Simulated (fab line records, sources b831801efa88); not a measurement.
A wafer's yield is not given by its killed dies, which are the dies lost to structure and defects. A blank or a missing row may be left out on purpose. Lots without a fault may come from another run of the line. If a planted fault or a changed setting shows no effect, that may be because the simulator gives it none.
fab line records	flow sky130
record: lots: 6	wafers: 18	lastDay: 50
route steps=708 shown FIELD_ISO@13 NWELL@32 DNWELL@35 PWDE@45 PAD_OPEN@708
lots that met no fault: from a run of the same line without faults
startH: hours from the record's first day to the start of the lot's first wafer shown	waitH: hours from the lot's prior step to this one	" same as the row above	L1.1+2: a row that stands for several wafers	- no value, or no start was given	* or withheld: withheld	< > ~ a bound
route shown NAME@n: NAME is a module with steps in the file, n the number in the route of the first one	usual: mean/standard deviation of fault-free wafers	same: alike in all rows	chamber/n: place in a boat	sites: per-site readings	_std_site: the standard deviation of these	_edge_site: mean of outer sites minus mean of inner sites	radiusMm: for every site, how far away it sits from the centre of the wafer	mask NAME#n: copy n	behind: tool/chamber where the wafer was last shaped	hold: what put the lot on hold/how long, in hours/how the hold closed	device: transistor that didn't switch, given as n, p or np	end of line: the tests these same wafers got at the end of their route	step lacking rows: just its recipe	killed: the dies lost at the first sort to structure and to defects; this is not the yield of the wafer	map: shows each die of a wafer: x if killed, . if not, _ if none is there
set.NAME: the setting as run; set.NAME@STEP: as run at that earlier step	model.NAME: the simulator's own value behind a step, which no gauge read
certain route steps with their lots: each step a table, each wafer a row
services: the hour from which a tool's chamber was out of use, counted from the record's first day as startH (under 0 if before that day), plus the number of hours and why
== steps ==
step: SKY_FIELD_ISO_DEVELOP_12
recipe: developTimeS: 60	resist: KrF-thick	devTempC: 21
step: SKY_FIELD_ISO_CD_MEAS_13
recipe: targetCdNm: 150
usual: cdNm: 150.1/1.5
lot.wafer	tool	chamber	startH	waitH	cdNm
L819.1	cdSem-02	-	44.17	-	151.0
L819.3	"	-	"	"	150.8
L819.5	"	-	"	"	152.2
L820.1	cdSem-01	-	52.32	-	151.2
L820.4	"	-	"	"	151.0
L820.6	"	-	"	"	152.3
L829.1	cdSem-01	-	101.13	-	150.2
L829.2	"	-	"	"	150.8
L829.5	"	-	"	"	149.6
L830.2	cdSem-02	-	104.79	-	148.1
L830.4	"	-	"	"	147.7
L830.6	"	-	"	"	147.4
L831.3	cdSem-02	-	106.92	-	151.1
L831.4	"	-	"	"	151.5
L831.6	"	-	"	"	151.3
L836.1	cdSem-01	-	134.03	-	150.2
L836.3	"	-	"	"	151.1
L836.6	"	-	"	"	152.1
step: SKY_FIELD_ISO_ETCH_14
recipe: chemistry: N2/H2	target: BARC	ionEnergyEv: 200	sourceW: 500	biasW: 100	pressureMtorr: 30	n2FlowSccm: 100	h2FlowSccm: 200	stopOn: SiO2	timeS: 45.9	targetDepthA: 600
usual: biasW: 99.99/0.29	drypumpMotorCurrentA: 5.8/0.42	oesProductAu: 0.855/0.0048	throttleValvePct: 13.224/0.0085
lot.wafer	tool	chamber	startH	waitH	biasW	drypumpMotorCurrentA	oesProductAu	rfHoursCounterH	throttleValvePct
L819.1	rieDiel-03	1	44.29	0.1	99.81	5.6	0.858	6	13.232
L819.3	"	2	"	"	99.68	5.4	0.864	155	13.219
L819.5	"	1	"	"	99.44	5.6	0.849	-	13.216
L820.1	rieDiel-01	0	52.44	0.1	100.29	6.2	0.851	6	13.223
L820.4	"	1	"	"	100.37	5.6	0.855	141	13.230
L820.6	"	2	"	"	100.27	5.7	0.851	-	13.217
L829.1	rieDiel-03	0	101.25	0.1	99.70	5.7	0.852	11	13.234
L829.2	"	1	"	"	99.74	5.6	0.852	7	13.230
L829.5	"	2	"	"	100.02	5.4	0.848	-	13.227
L830.2	rieDiel-01	2	104.89	0.1	99.92	5.7	0.849	12	13.240
L830.4	"	1	"	"	99.71	5.6	0.854	142	13.224
L830.6	"	3	"	"	100.13	5.9	0.853	-	13.232
L831.3	rieDiel-01	2	107.00	0.1	100.10	5.7	0.862	12	13.213
L831.4	"	3	"	"	100.28	5.9	0.849	26	13.236
L831.6	"	3	"	"	100.19	5.9	0.857	-	13.224
L836.1	rieDiel-03	3	134.15	0.1	99.81	5.8	0.864	6	13.226
L836.3	"	1	"	"	100.00	5.6	0.855	7	13.224
L836.6	"	3	"	"	100.34	5.8	0.852	-	13.234
step: SKY_FIELD_ISO_ETCH_15
recipe: chemistry: CHF3/O2	targetDepthNm: 180	stopOn: Si	sourceW: 600	biasW: 200	pressureMtorr: 40	chf3FlowSccm: 50	O2_flow_sccm: 5	timeS: 72
usual: biasW: 199.9/0.56	drypumpMotorCurrentA: 5.8/0.42	oesProductAu: 0.951/0.0063	throttleValvePct: 8.845/0.009
lot.wafer	tool	chamber	startH	waitH	biasW	drypumpMotorCurrentA	oesProductAu	rfHoursCounterH	throttleValvePct
L819.1	rieDiel-03	1	44.33	0.0	200.0	5.6	0.956	6	8.843
L819.3	"	2	"	"	201.0	5.4	0.964	155	8.855
L819.5	"	1	"	"	199.5	5.6	0.940	-	8.856
L820.1	rieDiel-01	0	52.49	0.0	199.9	6.2	0.950	6	8.847
L820.4	"	1	"	"	200.1	5.6	0.961	141	8.841
L820.6	"	2	"	"	200.9	5.7	0.941	-	8.837
L829.1	rieDiel-03	0	101.29	0.0	200.7	5.7	0.949	11	8.849
L829.2	"	1	"	"	200.4	5.6	0.953	7	8.832
L829.5	"	2	"	"	199.7	5.4	0.944	-	8.830
L830.2	rieDiel-01	2	104.93	0.0	200.0	5.7	0.954	12	8.832
L830.4	"	1	"	"	198.8	5.6	0.950	142	8.837
L830.6	"	3	"	"	199.5	5.9	0.958	-	8.842
L831.3	rieDiel-01	2	107.04	0.0	199.5	5.7	0.956	12	8.844
L831.4	"	3	"	"	199.7	5.9	0.953	26	8.856
L831.6	"	3	"	"	199.3	5.9	0.956	-	8.834
L836.1	rieDiel-03	3	134.19	0.0	199.1	5.8	0.956	6	8.850
L836.3	"	1	"	"	199.7	5.6	0.953	8	8.845
L836.6	"	3	"	"	199.1	5.8	0.962	-	8.846
step: SKY_FIELD_ISO_STRIP_16
recipe: chemistry: O2/N2	powerW: 1400	pressureMtorr: 1500	platenTempC: withheld	o2FlowSccm: 3000	n2FlowSccm: 300	overashFraction: 0.5
usual: drypumpMotorCurrentA: 5.7/0.38	o2FlowSccm: 3000/9.7	oesProductAu: 0.378/0.0049	stripTimeToEndpointS: 3.560/0.029
lot.wafer	tool	chamber	startH	waitH	drypumpMotorCurrentA	o2FlowSccm	oesProductAu	rfHoursCounterH	stripTimeToEndpointS
L819.1	plasmaAsher-03	0	44.39	0.0	6.1	2995	0.382	37	3.644
L819.3	"	1	"	"	5.3	2996	0.369	-	3.563
L819.5	"	1	"	"	5.3	3005	0.384	-	3.655
L820.1	plasmaAsher-03	0	52.54	0.0	6.0	3010	0.370	37	3.557
L820.4	"	1	"	"	5.3	3008	0.371	-	3.551
L820.6	"	0	"	"	6.0	3005	0.375	-	3.552
L829.1	plasmaAsher-04	0	101.35	0.0	5.6	3004	0.376	43	3.558
L829.2	"	1	"	"	6.0	3000	0.373	43	3.603
L829.5	"	1	"	"	6.0	2999	0.376	-	3.579
L830.2	plasmaAsher-03	0	104.99	0.0	6.0	3003	0.382	43	3.557
L830.4	"	0	"	"	6.0	3007	0.375	-	3.573
L830.6	"	1	"	"	5.3	2999	0.384	-	3.560
L831.3	plasmaAsher-03	0	107.13	0.1	6.1	3013	0.366	-	3.498
L831.4	"	1	"	"	5.3	2974	0.383	-	3.527
L831.6	"	1	"	"	5.3	2968	0.373	-	3.499
L836.1	plasmaAsher-02	0	134.25	0.0	5.3	3017	0.373	33	3.547
L836.3	"	1	"	"	6.2	3006	0.390	-	3.597
L836.6	"	0	"	"	5.3	3014	0.380	-	3.533
step: SKY_FIELD_ISO_ETCH_17
recipe: targetDepthA: 3420	maskMaterial: Si3N4	chemistry: HBr/Cl2/O2	target: Si	taperDeg: 5	icpW: 600	biasW: 150	pressureMtorr: 15	HBr_flow_sccm: 150	Cl2_flow_sccm: 40	O2_flow_sccm: 6	timeS: 97.7
usual: biasW: 150.0/0.45	drypumpMotorCurrentA: 5.8/0.59	oesProductAu: 0.998/0.011	throttleValvePct: 25.657/0.012
lot.wafer	tool	chamber	startH	waitH	biasW	drypumpMotorCurrentA	oesProductAu	rfHoursCounterH	throttleValvePct
L819.1	rieSi-01	2	44.49	0.1	149.9	6.3	0.990	29	25.665
L819.3	"	0	"	"	150.8	5.0	0.974	77	25.685
L819.5	"	3	"	"	149.3	6.8	1.013	-	25.653
L820.1	rieSi-01	2	52.64	0.1	149.9	6.3	1.007	29	25.659
L820.4	"	0	"	"	149.9	5.0	0.977	77	25.659
L820.6	"	1	"	"	150.4	5.4	0.994	-	25.659
L829.1	rieSi-01	3	101.45	0.1	150.5	6.7	1.012	40	25.649
L829.2	"	1	"	"	149.5	5.5	0.993	36	25.668
L829.5	"	1	"	"	150.1	5.4	1.008	-	25.670
L830.2	rieSi-01	0	105.09	0.1	150.0	5.0	0.980	78	25.667
L830.4	"	1	"	"	149.7	5.5	0.996	36	25.673
L830.6	"	0	"	"	149.8	5.0	0.981	-	25.660
L831.3	rieSi-02	3	107.20	0.0	150.2	5.4	1.013	65	25.662
L831.4	"	0	"	"	149.8	5.8	1.004	65	25.639
L831.6	"	3	"	"	149.4	5.4	1.004	-	25.653
L836.1	rieSi-02	3	134.35	0.1	150.3	5.4	1.006	65	25.649
L836.3	"	0	"	"	149.7	5.8	0.991	66	25.661
L836.6	"	2	"	"	150.2	5.4	1.004	-	25.651
step: SKY_FIELD_ISO_WET_ETCH_18
recipe: chemistry: H3PO4	targetDepthNm: 25	tempC: 160	target: Si3N4	timeS: 286
step: SKY_FIELD_ISO_CLEAN_19
recipe: chemistry: SC1/SC2	mix: 1:4:20	tempC: 70	timeS: 150
step: SKY_FIELD_ISO_CLEAN_20
recipe: chemistry: dHF	timeS: 20	dilution: 100:1
step: SKY_FIELD_ISO_WET_ETCH_21
recipe: chemistry: dHF	dilution: 100:1	targetDepthNm: 20	dry: ipaMarangoni	target: SiO2	tempC: 25	timeS: 400
step: SKY_FIELD_ISO_OXIDATION_22
recipe: tempC: 950	ambient: O2	stabiliseS: 600	purgeS: 300	targetThkA: 100	oxTimeS: 623
step: SKY_FIELD_ISO_THK_MEAS_23
recipe: reads: SiO2_of_FIELD_ISO_OXIDATION_22
usual: FIELD_ISO_OXIDATION_01_THK: 10.05/0.2
lot.wafer	tool	chamber	startH	waitH	FIELD_ISO_OXIDATION_01_THK[nm]
L819.1	filmMetro-03	-	47.86	0.0	9.98
L819.3	"	-	"	"	10.05
L819.5	"	-	"	"	10.04
L820.1	filmMetro-01	-	54.17	0.0	10.09
L820.4	"	-	"	"	9.85
L820.6	"	-	"	"	9.82
L829.1	filmMetro-03	-	103.46	0.0	10.02
L829.2	"	-	"	"	10.07
L829.5	"	-	"	"	10.13
L830.2	filmMetro-02	-	108.81	0.0	9.99
L830.4	"	-	"	"	10.08
L830.6	"	-	"	"	9.83
L831.3	filmMetro-03	-	108.82	0.0	9.74
L831.4	"	-	"	"	9.68
L831.6	"	-	"	"	9.61
L836.1	filmMetro-01	-	135.89	0.0	10.37
L836.3	"	-	"	"	10.33
L836.6	"	-	"	"	10.16
step: SKY_FIELD_ISO_CVD_24
recipe: material: SiO2	targetThkNm: 595	tempC: 650	sigmaOpenFrac: 0.3	timeS: 99.2	sih4FlowSccm: 60	pressureMtorr: 6
lot.wafer	tool	chamber	startH	waitH
L819.1+3+5	hdpcvd-02	0,2,2	47.92	0.1
L820.1+4+6	hdpcvd-01	2,0,2	54.23	0.1
L829.1+2+5	hdpcvd-01	2,1,1	103.52	0.1
L830.2+4+6	hdpcvd-02	1,1,0	108.86	0.0
L831.3+4+6	hdpcvd-01	1,2,0	108.86	0.0
L836.1+3+6	hdpcvd-02	0,2,2	135.95	0.1
step: SKY_FIELD_ISO_THK_MEAS_25
recipe: reads: SiO2_of_FIELD_ISO_CVD_24
usual: FIELD_ISO_CVD_24_THK: 593/7
lot.wafer	tool	chamber	startH	waitH	FIELD_ISO_CVD_24_THK[nm]
L819.1	filmMetro-03	-	47.99	0.0	596
L819.3	"	-	"	"	595
L819.5	"	-	"	"	597
L820.1	filmMetro-03	-	54.30	0.0	582
L820.4	"	-	"	"	585
L820.6	"	-	"	"	585
L829.1	filmMetro-01	-	103.59	0.0	595
L829.2	"	-	"	"	588
L829.5	"	-	"	"	589
L830.2	filmMetro-01	-	108.94	0.0	604
L830.4	"	-	"	"	606
L830.6	"	-	"	"	595
L831.3	filmMetro-02	-	108.95	0.1	592
L831.4	"	-	"	"	587
L831.6	"	-	"	"	583
L836.1	filmMetro-03	-	136.02	0.0	593
L836.3	"	-	"	"	612
L836.6	"	-	"	"	609
step: SKY_FIELD_ISO_ANNEAL_26
recipe: tempC: 1000	timeS: 1800	ambient: N2
step: SKY_FIELD_ISO_CMP_27
recipe: stopOn: Si3N4	tOverpolishS: 15.25	downForcePsi: 4	platenRpm: 60	targetThkNm: 457.8	padVelocityMS: 0.94248
usual: motorCurrentA: 12.6/1.1	overpolishRunS: 15.249/0.0092	platenRpm: 60.00/0.045	timeToEndpointS: 111/4.5
lot.wafer	tool	chamber	startH	waitH	motorCurrentA	overpolishRunS	platenRpm	timeToEndpointS
L819.3	cmp-01	2	50.83	0.1	13.8	15.246	60.00	117
L819.1	"	3	"	"	12.3	15.239	60.00	113
L819.5	"	0	"	"	11.8	15.272	59.96	112
L820.4	cmp-02	0	55.97	0.1	14.0	15.246	60.04	120
L820.1	"	1	"	"	13.9	15.257	60.03	112
L820.6	"	3	"	"	12.9	15.254	59.94	115
L829.1	cmp-01	1	106.31	0.1	11.6	15.245	59.98	108
L829.2	"	2	"	"	14.0	15.263	59.95	117
L829.5	"	3	"	"	12.0	15.259	60.00	109
L831.3	cmp-02	3	111.80	0.0	12.5	15.245	60.06	107
L831.4	"	0	"	"	14.5	15.236	59.89	111
L831.6	"	3	"	"	12.7	15.242	60.02	106
L830.4	cmp-01	0	111.85	0.1	11.9	15.260	59.99	120
L830.2	"	2	"	"	13.7	15.236	60.04	117
L830.6	"	0	"	"	11.5	15.256	59.98	115
L836.3	cmp-02	2	138.60	0.1	11.3	15.253	60.00	113
L836.1	"	3	"	"	13.0	15.252	60.01	110
L836.6	"	2	"	"	12.0	15.256	59.97	110
step: SKY_FIELD_ISO_WET_ETCH_28
recipe: chemistry: dHF	targetDepthNm: 23.7	target: SiO2	dilution: 10:1	tempC: 25	timeS: 47
step: SKY_FIELD_ISO_WET_ETCH_29
recipe: chemistry: H3PO4	targetDepthNm: 160	target: Si3N4	tempC: 160	timeS: 1825
step: SKY_FIELD_ISO_WET_ETCH_30
recipe: chemistry: dHF	targetDepthNm: 25	target: SiO2	dilution: 10:1	tempC: 25	timeS: 50
step: SKY_NWELL_CLEAN_00
recipe: chemistry: SC1/SC2	mix: 1:4:20	tempC: 70	timeS: 150	dry: n2Spin
step: SKY_NWELL_OXIDATION_01
recipe: tempC: 900	ambient: O2	stabiliseS: 600	purgeS: 300	targetThkA: 100	oxTimeS: 1418
step: SKY_NWELL_THK_MEAS_02
recipe: reads: SiO2_of_NWELL_OXIDATION_01
usual: NWELL_OXIDATION_THK: 10.06/0.19
lot.wafer	tool	chamber	startH	waitH	NWELL_OXIDATION_THK[nm]
L819.1	filmMetro-02	-	53.41	0.0	9.92
L819.3	"	-	"	"	9.75
L819.5	"	-	"	"	9.96
L820.1	filmMetro-02	-	59.86	0.0	9.87
L820.4	"	-	"	"	9.84
L820.6	"	-	"	"	10.18
L829.1	filmMetro-01	-	109.12	0.0	9.67
L829.2	"	-	"	"	9.76
L829.5	"	-	"	"	9.82
L830.2	filmMetro-01	-	114.71	0.0	10.02
L830.4	"	-	"	"	9.96
L830.6	"	-	"	"	10.01
L831.3	filmMetro-04	-	114.72	0.0	9.73
L831.4	"	-	"	"	9.74
L831.6	"	-	"	"	9.85
L836.1	filmMetro-04	-	140.94	0.0	10.19
L836.3	"	-	"	"	10.22
L836.6	"	-	"	"	10.31
step: SKY_DNWELL_DEHYDRATE_00
recipe: tempC: 200	timeS: 60
step: SKY_DNWELL_HMDS_01
recipe: primeTimeS: 60	primeTempC: 120
step: SKY_DNWELL_COAT_02
recipe: spinRpm: 2000	resistThkNm: 3000
step: SKY_DNWELL_SOFTBAKE_03
recipe: tempC: 110	timeS: withheld
step: SKY_DNWELL_EXPOSE_04
recipe: maskId: DNM	na: 0.57	targetCdNm: 3000	doseMj: 222
step: SKY_DNWELL_PEB_05
recipe: tempC: 115	timeS: withheld
step: SKY_DNWELL_DEVELOP_06
recipe: wallAngleDeg: 90	developer: TMAH	developTimeS: 60	devTempC: 23
step: SKY_DNWELL_IMPLANT_07
recipe: species: P	energyKev: withheld	doseCm2: withheld	tiltDeg: withheld
step: SKY_DNWELL_STRIP_08
recipe: chemistry: O2/N2	powerW: 1400	pressureMtorr: 1500	platenTempC: withheld	o2FlowSccm: 3000	n2FlowSccm: 300	overashFraction: 0.5
step: SKY_DNWELL_TW_MEAS_09
usual: DNWELL_TW: 1100/5.3
lot.wafer	tool	chamber	startH	waitH	DNWELL_TW
L819.1	filmMetro-04	-	70.53	0.1	1099
L819.3	"	-	"	"	1097
L819.5	"	-	"	"	1092
L820.1	filmMetro-02	-	75.58	0.1	1097
L820.4	"	-	"	"	1097
L820.6	"	-	"	"	1093
L829.1	filmMetro-04	-	127.71	0.1	1105
L829.2	"	-	"	"	1107
L829.5	"	-	"	"	1102
L830.2	filmMetro-01	-	132.99	0.1	1095
L830.4	"	-	"	"	1100
L830.6	"	-	"	"	1106
L831.3	filmMetro-04	-	133.29	0.1	1105
L831.4	"	-	"	"	1110
L831.6	"	-	"	"	1110
L836.1	filmMetro-01	-	161.13	0.1	1095
L836.3	"	-	"	"	1099
L836.6	"	-	"	"	1098
step: SKY_PWDE_DEHYDRATE_00
recipe: tempC: 200	timeS: 60
step: SKY_PWDE_HMDS_01
recipe: primeTimeS: 60	primeTempC: 120
step: SKY_PWDE_COAT_02
recipe: spinRpm: 2000	resistThkNm: 3000
step: SKY_PWDE_SOFTBAKE_03
recipe: tempC: 110	timeS: withheld
step: SKY_PWDE_EXPOSE_04
recipe: maskId: PWDEM	na: 0.6	sourceShape: conventional	sigmaOuter: 0.6	polarization: unpolarized	targetCdNm: 840	doseMj: 214
step: SKY_PWDE_PEB_05
recipe: tempC: 115	timeS: withheld
step: SKY_PWDE_DEVELOP_06
recipe: wallAngleDeg: 90	developer: TMAH	developTimeS: 60	devTempC: 23
step: SKY_PWDE_OVL_MEAS_07
usual: PWDE_OVL: 0.1/1.4
lot.wafer	tool	chamber	startH	waitH	PWDE_OVL[nm]
L819.1	overlay-01	-	86.98	-	2.4
L819.3	"	-	"	"	0.7
L819.5	"	-	"	"	2.4
L820.1	overlay-02	-	92.91	-	-0.6
L820.4	"	-	"	"	-1.0
L820.6	"	-	"	"	-0.2
L829.1	overlay-01	-	146.31	-	1.3
L829.2	"	-	"	"	0.7
L829.5	"	-	"	"	-1.5
L830.2	overlay-01	-	151.94	-	0.0
L830.4	"	-	"	"	-1.0
L830.6	"	-	"	"	-0.5
L831.3	overlay-02	-	152.94	-	0.8
L831.4	"	-	"	"	-1.7
L831.6	"	-	"	"	0.6
L836.1	overlay-01	-	181.58	-	1.7
L836.3	"	-	"	"	1.5
L836.6	"	-	"	"	-1.1
step: SKY_PWDE_IMPLANT_08
recipe: species: B	energyKev: 150	doseCm2: 3.6e+12	tiltDeg: withheld
step: SKY_PWDE_STRIP_09
recipe: chemistry: O2/N2	powerW: 1400	pressureMtorr: 1500	platenTempC: withheld	o2FlowSccm: 3000	n2FlowSccm: 300	overashFraction: 0.5
step: SKY_PAD_OPEN_PROBE_99
usual: killed_at_M0_to_M3: 42/6.6	killed_at_M4_up: 3.0/1.7	killedAtContacts: 24/5.3	killedAtFrontEnd: 15/4.5	killedAtOther: 0.2/0.49	killedDies: 83/9	killedOnRim: 16/4	killedOpen: 45/6.9	killedShort: 38/5.8
same: grossDies: 492	killedAtBackSide: 0
lot.wafer	tool	chamber	startH	waitH	killed_at_M0_to_M3	killed_at_M4_up	killedAtContacts	killedAtFrontEnd	killedAtOther	killedDies	killedOnRim	killedOpen	killedShort
L820.1	prober-01	-	1116.26	0.1	32	2	28	18	0	80	22	53	27
L820.4	prober-01	-	1116.41	0.2	43	5	23	9	0	80	11	43	37
L820.6	prober-01	-	1116.51	0.2	40	4	27	14	1	86	16	38	45
L819.1	prober-02	-	1116.58	0.3	52	2	36	5	0	95	21	51	44
L819.3	prober-02	-	1116.68	0.3	45	3	24	19	0	91	21	47	44
L819.5	prober-02	-	1116.78	0.4	45	1	26	17	0	89	23	49	40
L829.1	prober-02	-	1156.50	0.1	39	3	12	67	1	122	19	30	33
L829.2	prober-02	-	1156.55	0.1	34	2	17	81	0	134	13	33	32
L829.5	prober-02	-	1156.70	0.2	27	4	17	80	0	128	14	33	29
L831.3	prober-02	-	1168.19	0.2	49	2	16	85	0	152	19	47	37
L831.4	prober-02	-	1168.24	0.2	43	3	18	73	0	137	32	34	42
L831.6	prober-02	-	1168.34	0.2	52	5	20	75	0	152	33	56	41
L830.2	prober-02	-	1171.13	0.1	39	6	27	20	0	92	16	42	50
L830.4	prober-02	-	1171.23	0.2	36	2	29	19	0	86	25	42	44
L830.6	prober-02	-	1171.33	0.2	35	3	23	23	0	84	25	46	38
L836.1	prober-01	-	1196.87	0.1	48	2	26	22	0	98	19	62	36
L836.3	prober-01	-	1196.97	0.2	43	3	12	13	0	71	10	41	30
L836.6	prober-01	-	1197.12	0.2	39	1	21	12	0	73	16	43	30
killed by level:class
L820.1 LI_CONTACT:geometricParticle:open=10 VIA1:geometricParticle:open=9 CONTACT:geometricParticle:open=9 VIA2:geometricParticle:open=7 CONTACT:geometricParticle:short=7 FIELD_ISO:geometricParticle:open=6 FIELD_ISO:geometricParticle:short=4 SPACER:geometricParticle:open=4
L820.4 CONTACT:geometricParticle:open=9 VIA1:geometricParticle:open=8 METAL2:geometricParticle:short=8 VIA2:geometricParticle:open=7 LI_CONTACT:geometricParticle:open=6 VIA3:geometricParticle:open=4 LOCAL_INTERCONNECT:geometricParticle:short=4 CONTACT:geometricParticle:short=4
L820.6 LI_CONTACT:geometricParticle:open=8 METAL2:geometricParticle:short=8 CONTACT:geometricParticle:open=7 VIA1:geometricParticle:open=7 VIA2:geometricParticle:open=6 VIA3:geometricParticle:short=5 LOCAL_INTERCONNECT:geometricParticle:short=4 LI_CONTACT:geometricParticle:short=4
L819.1 LI_CONTACT:geometricParticle:open=14 METAL1:geometricParticle:short=11 CONTACT:geometricParticle:open=10 METAL2:geometricParticle:short=7 VIA3:geometricParticle:open=7 METAL1:geometricParticle:open=5 VIA1:geometricParticle:short=5 VIA1:geometricParticle:open=5
L819.3 VIA1:geometricParticle:open=9 CONTACT:geometricParticle:open=8 VIA3:geometricParticle:open=8 METAL1:geometricParticle:short=7 FIELD_ISO:geometricParticle:short=5 POLY_GATE:geometricParticle:open=5 CONTACT:geometricParticle:short=5 VIA1:geometricParticle:short=5
L819.5 CONTACT:geometricParticle:open=9 METAL1:geometricParticle:short=9 VIA1:geometricParticle:open=8 LI_CONTACT:geometricParticle:open=7 METAL2:geometricParticle:short=7 VIA2:geometricParticle:open=7 LOCAL_INTERCONNECT:geometricParticle:short=6 FIELD_ISO:geometricParticle:open=4
L829.1 FIELD_ISO:unspecified=59 VIA1:geometricParticle:open=9 METAL2:geometricParticle:short=7 VIA3:geometricParticle:open=5 CONTACT:geometricParticle:open=4 VIA2:geometricParticle:short=4 VIA3:geometricParticle:short=4 FIELD_ISO:geometricParticle:short=3
L829.2 FIELD_ISO:unspecified=69 VIA1:geometricParticle:open=7 METAL2:geometricParticle:short=6 LI_CONTACT:geometricParticle:open=5 VIA1:geometricParticle:short=5 LI_CONTACT:geometricParticle:short=4 CONTACT:geometricParticle:short=4 VIA2:geometricParticle:open=4
L829.5 FIELD_ISO:unspecified=66 VIA1:geometricParticle:open=7 LOCAL_INTERCONNECT:geometricParticle:short=6 VIA2:geometricParticle:open=5 FIELD_ISO:geometricParticle:short=4 VIA2:geometricParticle:short=4 FIELD_ISO:geometricParticle:open=3 LI_CONTACT:geometricParticle:open=3
L831.3 FIELD_ISO:unspecified=68 VIA1:geometricParticle:open=15 FIELD_ISO:geometricParticle:short=7 CONTACT:geometricParticle:open=7 METAL2:geometricParticle:short=6 VIA1:geometricParticle:short=5 METAL2:geometricParticle:open=4 VIA2:geometricParticle:short=4
L831.4 FIELD_ISO:unspecified=60 VIA3:geometricParticle:open=8 METAL2:geometricParticle:short=8 CONTACT:geometricParticle:short=7 CONTACT:geometricParticle:open=7 METAL1:geometricParticle:short=6 VIA1:geometricParticle:open=5 FIELD_ISO:geometricParticle:short=4
L831.6 FIELD_ISO:unspecified=52 VIA1:geometricParticle:open=18 CONTACT:geometricParticle:open=11 FIELD_ISO:geometricParticle:short=9 VIA1:geometricParticle:short=8 VIA2:geometricParticle:open=6 METAL2:geometricParticle:short=6 POLY_GATE:geometricParticle:open=5
L830.2 VIA2:geometricParticle:open=10 CONTACT:geometricParticle:open=8 CONTACT:geometricParticle:short=8 METAL1:geometricParticle:short=8 POLY_GATE:geometricParticle:short=6 LI_CONTACT:geometricParticle:open=6 VIA1:geometricParticle:open=6 LOCAL_INTERCONNECT:geometricParticle:short=5
L830.4 CONTACT:geometricParticle:open=10 VIA1:geometricParticle:open=9 LOCAL_INTERCONNECT:geometricParticle:short=7 FIELD_ISO:geometricParticle:short=6 LI_CONTACT:geometricParticle:open=5 METAL2:geometricParticle:short=5 CONTACT:geometricParticle:short=4 METAL1:geometricParticle:short=4
L830.6 VIA2:geometricParticle:open=10 FIELD_ISO:geometricParticle:short=7 LI_CONTACT:geometricParticle:open=7 VIA1:geometricParticle:open=7 CONTACT:geometricParticle:short=5 POLY_GATE:geometricParticle:short=4 SPACER:geometricParticle:short=4 LOCAL_INTERCONNECT:geometricParticle:short=4
L836.1 VIA1:geometricParticle:open=15 CONTACT:geometricParticle:open=9 VIA2:geometricParticle:open=9 FIELD_ISO:geometricParticle:short=7 POLY_GATE:geometricParticle:open=6 CONTACT:geometricParticle:short=6 LI_CONTACT:geometricParticle:open=6 VIA3:geometricParticle:open=5
L836.3 VIA1:geometricParticle:open=9 VIA3:geometricParticle:open=7 CONTACT:geometricParticle:open=6 VIA2:geometricParticle:open=6 METAL1:geometricParticle:short=5 POLY_GATE:geometricParticle:open=4 FIELD_ISO:geometricParticle:short=3 METAL1:geometricParticle:open=3
L836.6 VIA1:geometricParticle:open=9 CONTACT:geometricParticle:open=8 VIA2:geometricParticle:open=7 VIA1:geometricParticle:short=6 LI_CONTACT:geometricParticle:short=5 FIELD_ISO:geometricParticle:open=4 VIA3:geometricParticle:open=4 VIA2:geometricParticle:short=4
map L829.2 (x killed, . not)
__________..x......._________
________......x......._______
______....x.......x..x.._____
_____...........x........____
____...x.....xx...........___
___....x.....x.x...........__
__......x.......x..x........_
_.............xx....x...x..x.
_...x.x..x..x......x........x
_.........x...xxx....x.......
_x.x......xx.xxxxxx......x...
_.......xxxxxxxxxxx.x.x......
_....x....xxxxxxxxx......x...
_.......xxxxxxxxxxxx.....x...
_........xxxxxxxxxx.........x
__..x.xxxxxxxxxxxxx...x...x._
___..x...xxx.xxx.x.xx......__
____..x...xx.xxx.x........___
_____.x....xx..x.......x.____
______........xx........_____
________............x._______
__________....xx...x_________
map L831.3 (x killed, . not)
__________.x..x...xx_________
________.....x....x..._______
______....x..........x.._____
_____..x.....x..x.xx.....____
____................x...x.___
___.......x......x....x..x.__
__..x.......x....x.x.......x_
_.......xx.......x...xx.x.x..
_.......x....x......xxx..x...
_..x.....x.xx.xxx............
_x........xxxxxxxx...........
_x.x....xxxxxxxxxxxxx........
_...x....xxxxxxxxxx....x.....
_x......xxxxxxxxxxx.x......xx
_x.xx...xx.xxxxxxxx..xx....x.
__....xx.x.xxxxxx.x........._
___.xx...x.xxxxxxxx........__
____x.....x.xxx.xx.x..x...___
_____..x....x.xx.....xxx.____
______x..........x......_____
________....x........._______
__________.....x...._________
== services ==
tool	chamber	startH	hours	kind
rieSi-02	-	21.16	15.6	pm
rieSi-01	3	22.42	5.6	repair
rieDiel-01	-	27.28	0.4	repair
rieDiel-01	-	32.18	3.5	repair
hdpcvd-02	0	62.11	6.4	repair
cmp-02	-	62.42	4.2	pm
cmp-02	-	66.64	4.0	pm
hdpcvd-01	-	66.75	15.0	pm
cmp-01	-	68.35	0.2	repair
cmp-02	-	70.73	2.3	repair
hdpcvd-02	-	81.75	2.8	pm
rieSi-01	3	87.38	1.5	repair
cmp-02	-	87.53	14.0	pm
rieDiel-01	-	100.71	1.1	repair
cmp-02	-	106.11	2.4	repair
plasmaAsher-03	-	108.75	9.0	pm
plasmaAsher-03	0	108.75	9.0	ventCycle
plasmaAsher-03	-	117.75	14.6	pm
rieDiel-01	2	124.13	14.9	repair
rieDiel-01	3	130.47	1.5	repair
cmp-01	-	130.78	0.9	repair
rieDiel-03	2	138.04	-	clean
rieDiel-03	2	138.04	17.1	scheduledDown
rieDiel-03	2	138.04	17.1	ventCycle
== key ==
firstSign: step: SKY_PAD_OPEN_PROBE_99	reading: killedAtFrontEnd	direction: up	sigmas: 14	usual: 15	struck: 77
effect: step: SKY_PAD_OPEN_PROBE_99	reading: killedDies	direction: up	sigmas: 6	usual: 83	struck: 138
metAt SKY_FIELD_ISO_CVD_24
struckWafers L829.1,L829.2,L829.5,L831.3,L831.4,L831.6
testerLeftOut L829,L831
onsetBetween 54.23 103.52
fault: kind: chamberParticleSource	tool: hdpcvd-01	chamber: -	onsetH: 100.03	steps: SKY_FIELD_ISO_CVD_24	ratePerVisitCm2: 1.6866	endH: 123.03
testerLeftOut: of these lots the tester's yield and bins aren't shown, on N5 and GAA mostly nor the transistor test; their killed dies are dies lost to structure and defects alone, not to doping, threshold or leakage, so they don't give the yield
